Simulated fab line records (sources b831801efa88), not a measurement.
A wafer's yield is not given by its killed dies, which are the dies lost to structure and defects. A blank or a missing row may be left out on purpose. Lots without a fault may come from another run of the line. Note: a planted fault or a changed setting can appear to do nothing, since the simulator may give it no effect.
A lot that was struck, set against a sound lot -- flow gf180mcu -- 43 steps out of a route of 602
Sound: the wafers L613.2, L613.4, L613.5. Wafers L626.3, L626.4, L626.5 were the ones struck. The cause is named last.
For every step that has rows: the tool of each side, followed by ch and its chambers, followed by its first start. Under that, the readings that differ: sound wafers -- struck wafers -- difference of the means -- sigmas: that difference in standard deviations of wafers without a fault.
alike: same words and numbers on both sides, and readings whose means sit less than 2 such deviations apart. not compared: any withheld reading, any reading some wafer has no value for, any bound like >300 that may hide the same value, and any number with overlapping values for which the record gives no deviation.
The two part at a step that has a row with sigmas, a row that says differs or no value, or rows on one side only. When numbers do not overlap yet have no deviation, they are printed without sigmas and do not part them. Lack of a reading on every wafer of one side parts them only where that side has two or more wafers.

first, 3 steps without rows for these wafers: GF_V3_STRIP_19 (strips in post etch residue remover, time 1200 s); GF_V3_CLEAN_20 (cleans in DIW); GF_V3_SPUTTER_21 (material Ti, target thk 15 nm, time 80.02 s).
GF_V3_SPUTTER_22: material TiN, target thk 10 nm, time 40 s.
  sound on pvd-sputter-02 at day 23 13:29; struck on pvd-sputter-01 at day 27 19:20
  alike: throttle-valve-pct
GF_V3_CVD_23: deposits W, target thk 350 nm, time 104.9 s.
  sound on cvd-w-01 ch 0,1, day 23 13:32; struck on cvd-w-02 ch 0,1, day 27 19:24
  alike: heater-power-w
  not compared: since-wet-clean-h
GF_V3_RS_MEAS_24: measurement is done with a four-point probe.
  sound on film-metro-04 at day 23 13:40; struck on film-metro-02 at day 27 19:31
  alike: V3_W_RS
GF_V3_THK_MEAS_25: measures by xrf.
  sound on film-metro-04 at day 23 13:46; struck on film-metro-02 at day 27 19:37
  alike: V3_W_THK
then, 3 steps without rows for these wafers: GF_V3_CMP_26 (polishes, stops on SiO2, t overpolish 15 s, target thk 0 nm); GF_M4_SPUTTER_00 (material Ti, target thk 37.5 nm, time 150 s); GF_M4_SPUTTER_01 (material TiN, target thk 30 nm, time 25 s).
GF_M4_SPUTTER_02: material AlCu, target thk 450 nm, time 23.9 s.
  sound on pvd-sputter-04 at day 23 14:15; struck on pvd-sputter-03 at day 27 20:05
  alike: throttle-valve-pct
GF_M4_SPUTTER_03: material Ti, target thk 10 nm, time 6.7 s.
  sound on pvd-sputter-04 at day 23 14:17; struck on pvd-sputter-03 at day 27 20:07
  alike: throttle-valve-pct
GF_M4_SPUTTER_04: material TiN, target thk 50 nm, time 41.7 s.
  sound on pvd-sputter-04 at day 23 14:18; struck on pvd-sputter-03 at day 27 20:08
  alike: throttle-valve-pct
GF_M4_RS_MEAS_05: measurement is done with a four-point probe.
  sound on film-metro-03 at day 23 14:22; struck on film-metro-03 at day 27 20:13
  alike: M4_ALCU_RS
GF_M4_THK_MEAS_06: measures by xrf.
  sound on film-metro-03 at day 23 14:28; struck on film-metro-03 at day 27 20:19
  alike: M4_ALCU_THK
then, 7 steps without rows for these wafers: GF_M4_DEHYDRATE_07 (time 60 s); GF_M4_HMDS_08 (prime time 60 s); GF_M4_COAT_09 (resist thk 1000 nm); GF_M4_SOFTBAKE_10 (time 60 s); GF_M4_EXPOSE_11 (exposes mask Metal4, target cd 280 nm); GF_M4_PEB_12 (peb time 90 s); GF_M4_DEVELOP_13 (develop time 60 s).
GF_M4_CD_MEAS_14 targets a cd of 280 nm.
  sound on cd-sem-02 at day 24 12:22; struck on cd-sem-02 at day 28 15:47
  alike: cd-nm
GF_M4_OVL_MEAS_15:
  sound on overlay-01 at day 24 12:28; struck on overlay-01 at day 28 15:53
  alike: M4_OVL
then, 1 step without rows for these wafers: GF_M4_METAL_ETCH_16 (etches the open film in Cl2/BCl3, stops on SiO2, target depth 627.5 nm, time 104.6 s).
GF_M4_STRIP_17: strips in O2/N2.
  sound on plasma-asher-01 ch 0,1, day 24 12:37; struck on plasma-asher-03 ch 0,1, day 28 16:10
  alike: drypump-motor-current-A, heater-power-w, oes-product-au, strip-time-to-endpoint-s
  not compared: rf-hours-counter-h
then, 3 steps without rows for these wafers: GF_M4_STRIP_18 (strips in post etch residue remover, time 1200 s); GF_M4_CLEAN_19 (cleans in DIW); GF_V4_CVD_00 (deposits SiO2, target thk 600 nm, time 100 s).
GF_V4_THK_MEAS_01:
  sound on film-metro-02 at day 24 13:14; struck on film-metro-01 at day 28 16:46
  alike: V4_CVD_00_THK
then, 1 step without rows for these wafers: GF_V4_CVD_02 (deposits SiO2 from TEOS, target thk 850 nm, time 94.851 s).
GF_V4_THK_MEAS_03:
  sound on film-metro-01 at day 24 13:22; struck on film-metro-04 at day 28 16:53
  alike: V4_CVD_02_THK
then, 1 step without rows for these wafers: GF_V4_CMP_04 (polishes SiO2).
GF_V4_BOW_MEAS_05:
  sound on film-metro-02 at day 24 13:47; struck on film-metro-04 at day 28 17:35
  alike: V4_BOW
then, 8 steps without rows for these wafers: GF_V4_DEHYDRATE_06 (time 60 s); GF_V4_HMDS_07 (prime time 60 s); GF_V4_COAT_08; GF_V4_COAT_09 (resist thk 1000 nm); GF_V4_SOFTBAKE_10 (time 60 s); GF_V4_EXPOSE_11 (exposes mask Via4, target cd 260 nm); GF_V4_PEB_12 (peb time 90 s); GF_V4_DEVELOP_13 (develop time 60 s).
-- the record jumps here: 5 days lie between the struck wafers' starts before and after (it left off in module V4 and takes up again in module PASSIVATION, whose first step shown is number 602 of the route) --
GF_PASSIVATION_PROBE_99:
  only the struck wafers here have rows in the record (prober-01, day 33 12:22); the sound ones have none

## WHERE THEY PART
GF_PASSIVATION_PROBE_99 only, going by this record.

WHY: what the simulator had put in
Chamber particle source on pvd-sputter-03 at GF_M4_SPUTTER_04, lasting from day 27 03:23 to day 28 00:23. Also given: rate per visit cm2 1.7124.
